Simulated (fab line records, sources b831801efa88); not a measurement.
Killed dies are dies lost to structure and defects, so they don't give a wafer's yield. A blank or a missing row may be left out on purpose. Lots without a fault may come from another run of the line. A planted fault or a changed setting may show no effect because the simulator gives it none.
A struck lot beside a sound one | flow sky130 | 5 steps out of a route of 708
Sound: wafers L891.1, L891.2, L891.6. Struck: wafers L883.1, L883.3, L883.4. The cause comes at the end.
At each step with rows: each side's tool, then ch and its chambers, then its first start. Under that, the readings that differ: sound wafers | struck wafers | difference of the means | sigmas: that difference in standard deviations of wafers without a fault.
alike: readings whose means differ by less than 2 such deviations, and words and numbers that are the same on both sides. not compared: withheld readings, readings that some wafer has no value for, bounds like >300 that may hide the same value, and numbers for which the record gives no deviation and whose values overlap.
The two part at a step that has a row with sigmas, a row that says differs or no value, or rows on one side only. Numbers that don't overlap but have no deviation are shown without sigmas and don't part them. A reading that every wafer of one side lacks parts them only if that side has two wafers or more.

SKY_FIELD_ISO_BOW_MEAS_00:
  sound on film_metro-03, day 4 18:00; struck on film_metro-03, day 3 02:00
  alike: INCOMING_BOW
then, 1 step without rows for these wafers: SKY_FIELD_ISO_OXIDATION_01 (stabilise 600 s, purge 300 s, target thk 12 nm).
SKY_FIELD_ISO_THK_MEAS_02:
  sound on film_metro-02, day 4 19:38; struck on film_metro-03, day 3 03:38
  reading                         | sound             | struck            | difference | sigmas
  FIELD_ISO_OXIDATION_00_THK (nm) | 12.40 12.47 12.36 | 15.02 14.69 15.00 | +2.49      | +10
then, 1 step without rows for these wafers: SKY_FIELD_ISO_CVD_03 (deposits Si3N4 from DCS/NH3, target thk 165 nm, time 2830 s).
-- the record jumps here: 45 days lie between the struck wafers' starts before and after (it left off in module FIELD_ISO and takes up again in module PAD_OPEN, whose first step shown is number 708 of the route) --
SKY_PAD_OPEN_PROBE_99:
  sound on prober-01, day 49 16:29; struck on prober-01, day 47 22:32
  alike: killed_at_M0_to_M3, killed_at_M4_up, killed_at_contacts, killed_at_front_end, killed_at_other, killed_dies, killed_open, killed_short

WHERE THEY PART
Only at SKY_FIELD_ISO_THK_MEAS_02, within this record. Later steps at which nothing parts them and some readings are alike: SKY_PAD_OPEN_PROBE_99.

WHY: what the simulator had put in
Metrology matching offset: film_metro-03, from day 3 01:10 on, at SKY_FIELD_ISO_THK_MEAS_02. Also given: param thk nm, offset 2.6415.
